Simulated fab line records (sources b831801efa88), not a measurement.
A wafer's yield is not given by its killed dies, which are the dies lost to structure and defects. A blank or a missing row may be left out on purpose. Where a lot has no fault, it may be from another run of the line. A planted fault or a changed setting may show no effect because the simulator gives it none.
Which tool did it? || flow sky130 || route of 708 steps, sampled at 1 step: 12 lots, 36 wafers

## WHAT THE GAUGES READ, wafer by wafer
SKY_FIELD_ISO_BOW_MEAS_00.
{"lot": "L075", "measured": "day 1 15:02", "on": "film-metro-02", "INCOMING_BOW (um)": "-8 1 -6"}
{"lot": "L077", "measured": "day 2 01:00", "on": "film-metro-04", "INCOMING_BOW (um)": "5 8 8"}
{"lot": "L079", "measured": "day 2 11:01", "on": "film-metro-02", "INCOMING_BOW (um)": "-3 4 -2"}
{"lot": "L081", "measured": "day 2 21:00", "on": "film-metro-04", "INCOMING_BOW (um)": "-2 1 6"}
{"lot": "L083", "measured": "day 3 07:01", "on": "film-metro-01", "INCOMING_BOW (um)": "-2 1 -13"}
{"lot": "L085", "measured": "day 3 17:01", "on": "film-metro-04", "INCOMING_BOW (um)": "1 5 0"}
{"lot": "L087", "measured": "day 4 03:01", "on": "film-metro-04", "INCOMING_BOW (um)": "-3 2 0"}
{"lot": "L089", "measured": "day 4 13:04", "on": "film-metro-04", "INCOMING_BOW (um)": "1 2 1"}
{"lot": "L091", "measured": "day 4 23:04", "on": "film-metro-04", "INCOMING_BOW (um)": "-4 2 0"}
{"lot": "L093", "measured": "day 5 09:01", "on": "film-metro-01", "INCOMING_BOW (um)": "-12 19 -5"}
{"lot": "L095", "measured": "day 5 19:00", "on": "film-metro-01", "INCOMING_BOW (um)": "9 1 5"}
{"lot": "L097", "measured": "day 6 05:01", "on": "film-metro-01", "INCOMING_BOW (um)": "16 11 1"}

## EACH LOT AND THE TOOL THAT RAN IT (in order: tool; ch and the chambers of the sampled wafers; start)
The record holds no process step before these readings.

## THE ANSWER, worked out from the rows above alone
Rule: the lots themselves supply what counts as usual. Put in order of their means at a reading, lots are off if they are a third of the lots or fewer, leave a main group of 4 or more, and stand apart from it by a gap of 3 or more times the standard deviation of the main group's means; of several such gaps the widest counts. A main group is skipped when, at the precision printed for the reading in the tables above, its means are all equal. A lot without any number at a reading at which 4 lots or more have one is off too. All remaining lots with rows at the step are treated as sound.
Nothing can be told from this: no lot is off at any reading shown.

## WHAT HAD BEEN PUT IN BY THE SIMULATOR
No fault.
